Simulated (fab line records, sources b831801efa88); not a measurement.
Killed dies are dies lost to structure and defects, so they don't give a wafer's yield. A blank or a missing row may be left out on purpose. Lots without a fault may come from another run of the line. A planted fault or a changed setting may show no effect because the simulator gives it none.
One fault seen from 2 desks | flow sky130 | each desk has only its own numbers; what lay behind them comes last

THE METROLOGY DESK
What the gauges read, lot by lot, whatever tool the lot ran on: means of the sampled wafers that have a number. A lot is out of limits, marked OUT, if its mean lies more than 4 standard deviations from the usual mean; the brackets give that distance. Of its 10 readings 7 are shown: those that lie furthest out on some lot.
Columns: A = LDD_P_OVL at SKY_LDD_P_OVL_MEAS_08, usual 0.1 nm; B = LDD_P_TW at SKY_LDD_P_TW_MEAS_11, usual 634; C = LDD_HVN_OVL at SKY_LDD_HVN_OVL_MEAS_07, usual 0.1 nm; D = LDD_HVN_TW at SKY_LDD_HVN_TW_MEAS_10, usual 1432; E = LDD_HVP_OVL at SKY_LDD_HVP_OVL_MEAS_07, usual 0.1 nm; F = LDD_LDN_TW at SKY_LDD_LDN_TW_MEAS_13, usual 1473; G = VIA4_W_THK at SKY_VIA4_THK_MEAS_20, usual 502 nm
lot  | first seen here | A    | B   | C    | D    | E    | F    | G
L321 | day 19 17:27    | 1.4  | 637 | 0.9  | 1426 | 0.8  | 1460 | 492
L323 | day 21 03:34    | 1.5  | 638 | 0.8  | 1450 | 0.2  | 1482 | 493
L332 | day 23 17:25    | -0.2 | 640 | -1.9 | 1432 | 1.5  | 1462 | 494
L335 | day 24 23:49    | -0.5 | 628 | -2.7 | 1416 | -0.7 | 1452 | 507
L341 | day 27 01:02    | -2.0 | 637 | -0.3 | 1441 | 0.9  | 1489 | 502
L342 | day 27 01:21    | 1.0  | 625 | 0.4  | 1434 | 2.0  | 1475 | 503
This desk's finding: nothing out of limits on any of the 6 lots.

THE TOOL OWNER'S DESK: implanter-03
The tool's own readings at SKY_LDD_HVN_IMPLANT_08: means of the sampled wafers that have a number, for each lot that ran on this tool. A lot is out of limits, marked OUT, if its mean lies more than 4 standard deviations from the usual mean; the brackets give that distance.
Columns: A = faraday_current_uA at SKY_LDD_HVN_IMPLANT_08, usual 169
lot  | first seen here | A
L321 | day 21 01:06    | 168
L332 | day 25 00:03    | 166
L335 | day 26 06:15    | 166
This desk's finding: nothing out of limits on any of the 3 lots.

PUT TOGETHER
The metrology desk saw nothing out of limits.
The tool owner's desk saw nothing out of limits.

WHAT THE SIMULATOR HAD PUT IN
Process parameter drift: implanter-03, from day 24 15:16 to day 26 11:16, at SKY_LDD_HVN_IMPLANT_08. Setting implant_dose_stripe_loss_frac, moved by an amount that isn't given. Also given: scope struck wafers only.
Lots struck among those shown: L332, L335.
